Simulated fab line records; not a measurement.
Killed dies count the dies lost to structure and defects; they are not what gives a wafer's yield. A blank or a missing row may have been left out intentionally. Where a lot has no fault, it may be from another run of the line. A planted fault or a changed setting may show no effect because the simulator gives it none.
Lot-split experiment :: flow gf180mcu :: 23 wafers read across 5 lots, on a route 602 steps long

ON THE SPLIT
At GF_V1_PEB_12 (peb time 90 s), the setting peb-temp-c was moved away from the recipe's 135 C on 6 of the 23 wafers read, by +2.2% to +3.0%. For the rest of the wafers, this setting stayed at what the recipe calls for.

FROM SPLIT TO READING: 1 step shown by the file between the two
- GF_V1_DEVELOP_13: develop time 60 s

THE READING
cd-nm, in nm, at GF_V1_CD_MEAS_14 (target cd 260 nm). A value of 259.8 nm with a standard deviation of 1.1 nm is what fault-free wafers of this fab line usually give.

wafer: L074.1
tool, chamber at the split: litho-track-03, 0
peb-temp-c as run, C: 138
against the recipe: +2.2%
cd-nm, nm: 266.0
against lot-mates on the recipe: +5.8

wafer: L074.2
tool, chamber at the split: litho-track-03, 0
peb-temp-c as run, C: 135
against the recipe: recipe
cd-nm, nm: 259.9
against lot-mates on the recipe: -

wafer: L074.3
tool, chamber at the split: litho-track-03, 0
peb-temp-c as run, C: 138
against the recipe: +2.2%
cd-nm, nm: 267.0
against lot-mates on the recipe: +6.8

wafer: L074.4
tool, chamber at the split: litho-track-03, 0
peb-temp-c as run, C: 135
against the recipe: recipe
cd-nm, nm: 259.7
against lot-mates on the recipe: -

wafer: L074.6
tool, chamber at the split: litho-track-03, 0
peb-temp-c as run, C: 135
against the recipe: recipe
cd-nm, nm: 261.1
against lot-mates on the recipe: -

wafer: L075.1
tool, chamber at the split: litho-track-03, 0
peb-temp-c as run, C: 135
against the recipe: recipe
cd-nm, nm: 262.0
against lot-mates on the recipe: -

wafer: L075.2
tool, chamber at the split: litho-track-03, 0
peb-temp-c as run, C: 135
against the recipe: recipe
cd-nm, nm: 260.7
against lot-mates on the recipe: -

wafer: L075.3
tool, chamber at the split: litho-track-03, 0
peb-temp-c as run, C: 135
against the recipe: recipe
cd-nm, nm: 260.6
against lot-mates on the recipe: -

wafer: L075.5
tool, chamber at the split: litho-track-03, 0
peb-temp-c as run, C: 135
against the recipe: recipe
cd-nm, nm: 261.7
against lot-mates on the recipe: -

wafer: L075.6
tool, chamber at the split: litho-track-03, 0
peb-temp-c as run, C: 135
against the recipe: recipe
cd-nm, nm: 261.8
against lot-mates on the recipe: -

wafer: L077.1
tool, chamber at the split: litho-track-03, 0
peb-temp-c as run, C: 135
against the recipe: recipe
cd-nm, nm: 259.8
against lot-mates on the recipe: -

wafer: L077.2
tool, chamber at the split: litho-track-03, 0
peb-temp-c as run, C: 139
against the recipe: +3.0%
cd-nm, nm: 271.4
against lot-mates on the recipe: +10.4

wafer: L077.4
tool, chamber at the split: litho-track-03, 0
peb-temp-c as run, C: 135
against the recipe: recipe
cd-nm, nm: 260.1
against lot-mates on the recipe: -

wafer: L077.5
tool, chamber at the split: litho-track-03, 0
peb-temp-c as run, C: 139
against the recipe: +3.0%
cd-nm, nm: 271.3
against lot-mates on the recipe: +10.3

wafer: L077.6
tool, chamber at the split: litho-track-03, 0
peb-temp-c as run, C: 135
against the recipe: recipe
cd-nm, nm: 263.0
against lot-mates on the recipe: -

wafer: L080.1
tool, chamber at the split: litho-track-03, 0
peb-temp-c as run, C: 135
against the recipe: recipe
cd-nm, nm: 258.6
against lot-mates on the recipe: -

wafer: L080.3
tool, chamber at the split: litho-track-03, 0
peb-temp-c as run, C: 135
against the recipe: recipe
cd-nm, nm: 259.9
against lot-mates on the recipe: -

wafer: L080.5
tool, chamber at the split: litho-track-03, 0
peb-temp-c as run, C: 135
against the recipe: recipe
cd-nm, nm: 261.7
against lot-mates on the recipe: -

wafer: L081.1
tool, chamber at the split: litho-track-02, 0
peb-temp-c as run, C: 135
against the recipe: recipe
cd-nm, nm: 259.6
against lot-mates on the recipe: -

wafer: L081.2
tool, chamber at the split: litho-track-02, 0
peb-temp-c as run, C: 138.3
against the recipe: +2.4%
cd-nm, nm: 268.9
against lot-mates on the recipe: +8.7

wafer: L081.3
tool, chamber at the split: litho-track-02, 0
peb-temp-c as run, C: 135
against the recipe: recipe
cd-nm, nm: 261.3
against lot-mates on the recipe: -

wafer: L081.4
tool, chamber at the split: litho-track-02, 0
peb-temp-c as run, C: 135
against the recipe: recipe
cd-nm, nm: 259.8
against lot-mates on the recipe: -

wafer: L081.6
tool, chamber at the split: litho-track-02, 0
peb-temp-c as run, C: 138.3
against the recipe: +2.4%
cd-nm, nm: 268.7
against lot-mates on the recipe: +8.5

THE FIT
A straight line over all 23 wafers: cd-nm changes by +3.29 nm for each +1% of peb-temp-c; r = +0.96; the points scatter about the line by 1.1 nm.
The same after taking each lot's own level away (the mean of its wafers on the recipe; 23 wafers): +3.34 nm for each +1%; r = +0.97; scatter 0.97 nm.
That fit puts the effect of the largest move of peb-temp-c on the reading at 9.9 nm.
Measured against the standard deviation above, the lots' own levels, which go from 260.07 to 261.36 nm, span 1.2 times it.
So the lot-to-lot level changes the slope little: the two slopes agree.
Check: for one of the wafers moved furthest among these (+3.0%), held out of the fit, the line's prediction against its lot-mates is +9.72 nm. It came out at +10.4 nm against them.

OTHER SPLITS ON THESE WAFERS
These wafers also went through other splits before the reading. Each is held against what the fit with the lots' levels taken away leaves over:
other split on the same wafers: GF_CONTACT_COAT_09 resist-thk-nm
wafers away from the commonest value: 7
r with cd-nm (lot level and that fit taken away): +0.12

other split on the same wafers: GF_CONTACT_SPUTTER_22 power-w
wafers away from the commonest value: 6
r with cd-nm (lot level and that fit taken away): -0.05

other split on the same wafers: GF_M1_SPUTTER_00 chamber-pressure-pa
wafers away from the commonest value: 18
r with cd-nm (lot level and that fit taken away): +0.05

other split on the same wafers: GF_V1_COAT_09 resist-thk-nm
wafers away from the commonest value: 8
r with cd-nm (lot level and that fit taken away): -0.56

THE WHOLE CHAIN: every reading that the file lists as answering this split, in the file's order
step: GF_V1_CD_MEAS_14
what it does: target cd 260 nm
reading: cd-nm
change (the file's fit): +3.32 nm for each +1% of the setting
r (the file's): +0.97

step: GF_V1_ETCH_16
what it does: etches BARC in N2/H2
reading: V1.cd-nm (the simulator's own value, which no gauge read)
change (the file's fit): +3.37 nm for each +1% of the setting
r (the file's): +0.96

step: GF_V1_ETCH_17
what it does: etches SiO2 in C4F8/O2/Ar, stops on TiN, target depth 630 nm
reading: V1.cd-nm (the simulator's own value, which no gauge read)
change (the file's fit): +3.3 nm for each +1% of the setting
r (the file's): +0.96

FILE'S OWN FIT
cd-nm changes by +3.32 nm for each +1% of peb-temp-c, r = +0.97.
